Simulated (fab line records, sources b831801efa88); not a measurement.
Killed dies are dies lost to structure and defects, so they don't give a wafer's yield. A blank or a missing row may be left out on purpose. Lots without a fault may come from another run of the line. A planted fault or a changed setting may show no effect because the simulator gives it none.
fab line records | flow sky130
record lots=15 wafers=45 last_day=48
route steps=708 shown METAL4@630 METAL5@665 PASSIVATION@692
lots that met no fault: from a run of the same line without faults
start_h: hours from the record's first day to the start of the lot's first wafer shown | wait_h: hours since the lot's step before | " the same as in the row above | L1.1+2: a row that stands for several wafers | - no value, or no start given | * or withheld: withheld | < > ~ a bound
route shown NAME@n: a module of which the file shows steps, and the number in the route of the first | usual: mean/standard deviation of fault-free wafers | same: alike in all rows | chamber/n: place in a boat | sites: the reading at each site | _std_site: their standard deviation | _edge_site: outer sites' mean less inner sites' | radius_mm: how far each site lies from the wafer's centre | mask NAME#n: copy n | behind: the tool/chamber that last shaped the wafer | hold: why the lot was held/for how many hours/how that ended | device: the transistor (n, p or np) that didn't switch | end of line: the same wafers' tests at the end of the route | a step without rows: its recipe alone | killed: dies lost to structure and defects at the first sort, not the wafer's yield | map: a wafer's dies, x killed, . not, _ none there
set.NAME: the setting as run; set.NAME@STEP: as run at that earlier step | model.NAME: the simulator's own value behind a step, which no gauge read
steps of the route over a sample of lots; a table a step, a row a wafer
services: from which hour (start_h, from the record's first day; less than 0 if before it) a tool's chamber was out of use, for how many hours, and why
## steps
# step SKY_METAL4_OVL_MEAS_14
# usual METAL4_OVL=-2/5.6
# columns lot.wafer tool chamber start_h wait_h METAL4_OVL[nm]
L585.2 overlay-01 - 975.86 0.1 7
L585.3 " - " " -3
L585.6 " - " " 6
L586.1 overlay-01 - 980.01 0.1 -1
L586.3 " - " " 2
L586.4 " - " " -2
L587.2 overlay-02 - 981.66 0.1 -5
L587.3 " - " " -10
L587.6 " - " " 2
L588.3 overlay-01 - 998.47 0.1 -1
L588.4 " - " " 4
L588.6 " - " " -1
L590.1 overlay-02 - 1019.16 0.1 -3
L590.2 " - " " 2
L590.4 " - " " -8
L591.1 overlay-02 - 1021.11 0.1 7
L591.4 " - " " 7
L591.5 " - " " 9
L595.3 overlay-02 - 1050.01 0.1 3
L595.4 " - " " -2
L595.5 " - " " 6
L594.2 overlay-01 - 1050.26 0.1 8
L594.4 " - " " 3
L594.5 " - " " -2
L596.1 overlay-02 - 1055.01 0.1 -6
L596.2 " - " " -5
L596.6 " - " " -10
L597.1 overlay-02 - 1060.16 0.1 -5
L597.2 " - " " -1
L597.6 " - " " -7
L598.1 overlay-01 - 1062.85 0.1 -16
L598.2 " - " " -11
L598.6 " - " " -5
L600.3 overlay-01 - 1073.76 0.1 8
L600.4 " - " " 3
L600.6 " - " " 0
L601.2 overlay-02 - 1075.51 0.1 6
L601.3 " - " " 4
L601.6 " - " " 6
L602.1 overlay-01 - 1087.36 0.1 -3
L602.2 " - " " -7
L602.4 " - " " -9
L603.1 overlay-02 - 1088.35 0.1 -5
L603.3 " - " " -3
L603.5 " - " " -4
# step SKY_METAL5_SPUTTER_04
# recipe material=TiN target_thk_nm=70 power_w=6500 time_s=58.3 chamber_pressure_pa=0.4
# usual throttle_valve_pct=30.5/0.9
# columns lot.wafer tool chamber start_h wait_h throttle_valve_pct
L585.2 pvd_sputter-04 - 1001.56 0.0 30.2
L585.3 " - " " 29.9
L585.6 " - " " 30.5
L586.1 pvd_sputter-02 - 1005.89 0.0 30.5
L586.3 " - " " 30.6
L586.4 " - " " 31.4
L587.2 pvd_sputter-02 - 1008.11 0.0 30.7
L587.3 " - " " 30.1
L587.6 " - " " 30.7
L588.3 pvd_sputter-04 - 1024.68 0.0 31.9
L588.4 " - " " 29.9
L588.6 " - " " 30.3
L590.1 pvd_sputter-03 - 1044.20 0.0 27.9
L590.2 " - " " 31.6
L590.4 " - " " 27.8
L591.1 pvd_sputter-03 - 1046.41 0.0 28.1
L591.4 " - " " 31.5
L591.5 " - " " 31.7
L595.3 pvd_sputter-02 - 1074.05 0.0 30.6
L595.4 " - " " 30.4
L595.5 " - " " 30.4
L594.2 pvd_sputter-03 - 1074.58 0.0 28.2
L594.4 " - " " 31.1
L594.5 " - " " 27.8
L596.1 pvd_sputter-04 - 1079.36 0.0 30.3
L596.2 " - " " 30.1
L596.6 " - " " 30.2
L597.1 pvd_sputter-04 - 1083.80 0.0 31.4
L597.2 " - " " 30.2
L597.6 " - " " 30.2
L598.1 pvd_sputter-04 - 1086.69 0.0 31.3
L598.2 " - " " 30.1
L598.6 " - " " 30.1
L600.3 pvd_sputter-04 - 1097.59 0.0 29.9
L600.4 " - " " 31.7
L600.6 " - " " 30.3
L601.2 pvd_sputter-04 - 1099.02 0.0 30.1
L601.3 " - " " 30.2
L601.6 " - " " 29.9
L602.1 pvd_sputter-04 - 1110.18 0.0 30.5
L602.2 " - " " 31.8
L602.4 " - " " 30.2
L603.1 pvd_sputter-03 - 1110.74 0.0 28.1
L603.3 " - " " 31.8
L603.5 " - " " 30.4
# step SKY_METAL5_RS_MEAS_05
# recipe thk_meas_gauge=four-point-probe reads=TiN_of_METAL5_SPUTTER_04+Ti_of_METAL5_SPUTTER_03+AlCu_of_METAL5_SPUTTER_02+TiN_of_METAL5_SPUTTER_01+Ti_of_METAL5_SPUTTER_00
# usual METAL5_ALCU_RS=0.0271/0.00037
# columns lot.wafer tool chamber start_h wait_h METAL5_ALCU_RS[ohm/sq]
L585.2 film_metro-04 - 1001.63 0.0 0.0271
L585.3 " - " " 0.0271
L585.6 " - " " 0.0271
L586.1 film_metro-04 - 1005.94 0.0 0.0264
L586.3 " - " " 0.0264
L586.4 " - " " 0.0268
L587.2 film_metro-03 - 1008.18 0.0 0.0266
L587.3 " - " " 0.0272
L587.6 " - " " 0.0268
L588.3 film_metro-03 - 1024.76 0.1 0.0275
L588.4 " - " " 0.0277
L588.6 " - " " 0.0277
L590.1 film_metro-02 - 1044.24 0.0 0.0270
L590.2 " - " " 0.0271
L590.4 " - " " 0.0268
L591.1 film_metro-02 - 1046.47 0.0 0.0270
L591.4 " - " " 0.0276
L591.5 " - " " 0.0273
L595.3 film_metro-04 - 1074.14 0.1 0.0266
L595.4 " - " " 0.0269
L595.5 " - " " 0.0267
L594.2 film_metro-04 - 1074.65 0.0 0.0263
L594.4 " - " " 0.0268
L594.5 " - " " 0.0265
L596.1 film_metro-02 - 1079.41 0.0 0.0275
L596.2 " - " " 0.0276
L596.6 " - " " 0.0276
L597.1 film_metro-03 - 1083.85 0.0 0.0273
L597.2 " - " " 0.0275
L597.6 " - " " 0.0272
L598.1 film_metro-02 - 1086.74 0.0 0.0270
L598.2 " - " " 0.0269
L598.6 " - " " 0.0271
L600.3 film_metro-04 - 1097.68 0.1 0.0272
L600.4 " - " " 0.0268
L600.6 " - " " 0.0270
L601.2 film_metro-04 - 1099.09 0.0 0.0268
L601.3 " - " " 0.0269
L601.6 " - " " 0.0267
L602.1 film_metro-04 - 1110.22 0.0 0.0276
L602.2 " - " " 0.0274
L602.4 " - " " 0.0277
L603.1 film_metro-04 - 1110.79 0.0 0.0267
L603.3 " - " " 0.0270
L603.5 " - " " 0.0274
# step SKY_PASSIVATION_ETCH_11
# recipe chemistry=CF4/O2 target_depth_nm=725 stop_on=AlCu source_w=800 bias_w=150 pressure_mtorr=150 cf4_flow_sccm=80 O2_flow_sccm=10 time_s=161.1
# usual O2_flow_sccm=10.00/0.032 bias_w=150.1/0.52 drypump_motor_current_A=5.8/0.46 oes_product_au=0.975/0.008 rf_fwd_power_W=797.2/2.8 throttle_valve_pct=5.965/0.0094
# columns lot.wafer tool chamber start_h wait_h O2_flow_sccm bias_w drypump_motor_current_A oes_product_au rf_fwd_power_W rf_hours_counter_h throttle_valve_pct
L585.2 rie_diel-02 0 1048.04 - 9.97 150.2 5.9 0.963 793.9 2 5.957
L585.3 " 3 " " 10.01 150.2 5.5 0.969 798.6 8 5.951
L585.6 " 2 " " 10.03 150.1 5.4 0.964 797.4 - 5.963
L586.1 rie_diel-04 2 1052.34 - 9.98 148.9 6.5 0.983 801.3 18 5.962
L586.3 " 3 " " 10.03 149.8 5.8 0.989 797.1 10 5.955
L586.4 " 1 " " 9.98 149.7 6.2 0.983 795.6 11 5.958
L587.2 rie_diel-02 0 1054.24 - 9.99 149.8 5.8 0.968 791.3 3 5.949
L587.3 " 1 " " 10.00 149.7 6.0 0.966 796.7 31 5.961
L587.6 " 0 " " 9.92 150.9 5.8 0.980 790.6 - 5.969
L588.3 rie_diel-04 3 1068.94 - 10.00 149.9 5.8 0.977 796.4 11 5.969
L588.4 " 2 " " 10.00 149.9 6.5 0.992 796.5 19 5.954
L588.6 " 0 " " 10.01 149.8 6.2 0.972 799.1 - 5.962
L590.1 rie_diel-01 0 1086.64 - 9.98 150.3 4.9 0.983 795.4 10 5.945
L590.2 " 1 " " 10.01 149.6 6.1 0.977 795.5 9 5.979
L590.4 " 2 " " 10.02 150.8 5.8 0.981 796.9 19 5.965
L591.1 rie_diel-02 0 1088.29 - 10.00 149.6 5.8 0.969 793.8 4 5.964
L591.4 " 0 " " 10.04 149.4 5.8 0.982 792.1 - 5.976
L591.5 " 2 " " 10.02 149.9 5.4 0.980 795.9 - 5.958
L595.3 rie_diel-04 1 1116.44 - 10.01 149.4 6.2 0.973 797.9 13 5.958
L595.4 " 2 " " 10.07 148.8 6.5 0.959 800.4 20 5.963
L595.5 " 2 " " 10.07 149.1 6.5 0.980 801.1 - 5.958
L594.2 rie_diel-01 2 1116.74 - 10.02 150.2 5.8 0.967 799.4 20 5.947
L594.4 " 1 " " 10.03 149.8 6.1 0.974 802.6 10 5.951
L594.5 " 3 " " 10.02 149.8 5.4 0.985 793.7 - 5.965
L596.1 rie_diel-01 1 1120.99 - 10.02 150.3 6.1 0.975 796.5 10 5.962
L596.2 " 2 " " 10.05 149.7 5.8 0.975 800.5 21 5.962
L596.6 " 0 " " 9.96 150.6 4.8 0.976 798.2 - 5.978
L597.1 rie_diel-04 1 1124.34 - 9.98 151.2 6.2 0.974 799.5 13 5.964
L597.2 " 2 " " 9.94 150.4 6.5 0.968 800.5 21 5.953
L597.6 " 1 " " 9.96 150.1 6.2 0.961 797.2 - 5.963
L598.1 rie_diel-01 0 1127.39 - 9.99 149.8 4.9 0.976 793.9 11 5.949
L598.2 " 2 " " 10.02 149.8 5.8 0.964 799.6 21 5.978
L598.6 " 1 " " 10.04 149.8 6.2 0.982 794.7 - 5.963
L600.3 rie_diel-04 3 1138.83 - 10.03 150.6 5.8 0.969 802.7 13 5.957
L600.4 " 2 " " 9.99 150.7 6.5 0.962 798.6 - 5.972
L600.6 " 3 " " 10.03 150.4 5.8 0.973 795.5 - 5.980
L601.2 rie_diel-02 1 1139.34 - - - - - - - -
L601.3 " 0 " " - - - - - - -
L601.6 " 3 " " - - - - - - -
L602.1 rie_diel-01 1 1149.08 - - - - - - - -
L602.2 " 2 " " - - - - - - -
L602.4 " 3 " " - - - - - - -
L603.1 rie_diel-04 3 1150.53 - - - - - - - -
L603.3 " 0 " " - - - - - - -
L603.5 " 0 " " - - - - - - -
# step SKY_PASSIVATION_STRIP_12
# recipe chemistry=O2/N2 power_w=1400 pressure_mtorr=1500 platen_temp_c=withheld overash_fraction=0.7 o2_flow_sccm=3000 n2_flow_sccm=300
# usual drypump_motor_current_A=5.6/0.58 n2_flow_sccm=300.0/0.91 oes_product_au=0.661/0.0049 strip_time_to_endpoint_s=31.47/0.17
# columns lot.wafer tool chamber start_h wait_h drypump_motor_current_A n2_flow_sccm oes_product_au rf_hours_counter_h strip_time_to_endpoint_s
L585.2 plasma_asher-04 0 1048.14 0.1 6.7 298.9 0.663 27 31.23
L585.3 " 0 " " 6.7 299.0 0.655 - 31.01
L585.6 " 0 " " 6.7 300.3 0.661 - 31.33
L586.1 plasma_asher-03 1 1052.44 0.1 5.5 298.5 0.658 64 31.50
L586.3 " 1 " " 5.4 299.4 0.657 - 31.61
L586.4 " 0 " " 5.8 300.1 0.663 - 31.46
L587.2 plasma_asher-02 1 1054.34 0.1 5.9 299.2 0.660 123 31.46
L587.3 " 0 " " 5.1 300.1 0.656 - 31.43
L587.6 " 0 " " 5.1 300.7 0.662 - 31.41
L588.3 plasma_asher-03 1 1069.08 0.1 5.4 301.1 0.663 - 31.76
L588.4 " 0 " " 5.8 299.4 0.667 - 31.49
L588.6 " 1 " " 5.4 300.3 0.663 - 31.76
L590.1 plasma_asher-03 1 1086.74 0.1 5.5 300.9 0.663 67 31.38
L590.2 " 0 " " 5.8 299.4 0.656 67 31.57
L590.4 " 0 " " 5.8 299.5 0.657 - 31.67
L591.1 plasma_asher-02 0 1088.39 0.1 5.1 299.8 0.660 2 31.48
L591.4 " 1 " " 5.9 300.0 0.657 - 31.59
L591.5 " 1 " " 5.9 300.4 0.655 - 31.47
L595.3 plasma_asher-04 1 1116.58 0.1 4.7 299.8 0.661 - 31.30
L595.4 " 0 " " 6.7 300.7 0.663 - 31.37
L595.5 " 1 " " 4.7 300.2 0.661 - 31.35
L594.2 plasma_asher-03 0 1116.84 0.1 5.8 300.5 0.668 70 31.85
L594.4 " 0 " " 5.8 301.5 0.661 - 31.85
L594.5 " 1 " " 5.5 302.1 0.653 - 31.61
L596.1 plasma_asher-02 0 1121.09 0.1 5.1 298.0 0.662 6 31.43
L596.2 " 1 " " 5.9 300.1 0.665 6 31.47
L596.6 " 1 " " 5.9 299.4 0.663 - 31.20
L597.1 plasma_asher-02 0 1124.44 0.1 5.1 300.0 0.659 6 31.48
L597.2 " 1 " " 5.9 298.7 0.664 6 31.47
L597.6 " 0 " " 5.1 300.9 0.660 - 31.46
L598.1 plasma_asher-03 0 1127.49 0.1 5.8 299.0 0.663 71 31.29
L598.2 " 1 " " 5.5 301.5 0.660 71 31.64
L598.6 " 0 " " 5.8 298.7 0.664 - 31.54
L600.3 plasma_asher-04 1 1138.97 0.1 4.7 300.7 0.667 - 31.64
L600.4 " 0 " " 6.7 300.1 0.655 - 31.61
L600.6 " 1 " " 4.7 300.2 0.667 - 31.55
L601.2 plasma_asher-03 1 1139.44 0.1 5.5 299.3 0.660 72 36.91
L601.3 " 0 " " 5.8 300.6 0.665 - 37.03
L601.6 " 1 " " 5.5 298.7 0.668 - 36.81
L602.1 plasma_asher-02 0 1149.19 0.1 5.1 299.2 0.668 8 37.12
L602.2 " 1 " " 5.9 301.3 0.669 8 36.96
L602.4 " 1 " " 5.9 300.7 0.662 - 37.04
L603.1 plasma_asher-02 1 1150.64 0.1 5.9 299.1 0.668 8 36.88
L603.3 " 0 " " 5.1 300.4 0.661 - 37.06
L603.5 " 1 " " 5.9 299.1 0.662 - 36.98
## services
# columns tool chamber start_h hours kind
rie_diel-04 1 995.31 19.5 repair
rie_diel-04 2 995.54 33.2 repair
pvd_sputter-02 - 995.68 8.0 repair
rie_diel-04 0 997.77 1.8 repair
rie_diel-01 2 1007.16 2.5 repair
rie_diel-01 2 1010.12 1.7 repair
pvd_sputter-02 - 1021.72 33.6 repair
rie_diel-02 - 1021.77 14.6 pm
rie_diel-04 3 1027.92 6.6 repair
pvd_sputter-03 3 1032.17 - consumable_replace:kit
pvd_sputter-03 3 1032.17 18.0 scheduled_down
pvd_sputter-04 1 1044.05 - consumable_replace:kit
pvd_sputter-04 1 1044.05 18.0 scheduled_down
pvd_sputter-04 1 1044.05 18.0 vent_cycle
plasma_asher-02 - 1055.25 9.0 pm
plasma_asher-02 0 1055.25 9.0 vent_cycle
plasma_asher-02 1 1055.25 9.0 vent_cycle
plasma_asher-02 0 1064.25 - clean
plasma_asher-02 1 1064.25 - clean
rie_diel-01 - 1081.69 0.7 repair
pvd_sputter-03 - 1113.61 2.2 repair
pvd_sputter-02 - 1114.76 2.4 repair
rie_diel-04 0 1131.22 8.2 repair
pvd_sputter-03 - 1135.73 2.0 repair
## key
first_sign step=SKY_PASSIVATION_ETCH_11 reading=tool_record direction=missing
effect step=SKY_PASSIVATION_STRIP_12 reading=strip_time_to_endpoint_s direction=up sigmas=33 usual=* struck=*
met_at SKY_PASSIVATION_ETCH_11
struck_lots L601,L602,L603
later_rows_left_out L601.2,L601.3,L601.6,L602.1,L602.2,L602.4,L603.1,L603.3,L603.5
sort_left_out L601.2,L601.3,L601.6,L602.1,L602.2,L602.4,L603.1,L603.3,L603.5
not_acting_at SKY_METAL4_OVL_MEAS_14,SKY_METAL5_SPUTTER_04,SKY_METAL5_RS_MEAS_05
onset_between 1138.83 1139.34
fault kind=skipped_step_whole tool=rie_diel-01,rie_diel-02,rie_diel-04 chamber=- onset_h=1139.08 steps=SKY_PASSIVATION_ETCH_11 scope=struck_lots_only
# sort_left_out: the simulated sort isn't trusted on such a fault, so these wafers' sort isn't shown, and their yield isn't known
# later_rows_left_out: the simulator's readings of these wafers behind a module that went badly wrong aren't trusted and aren't shown, but for the sort
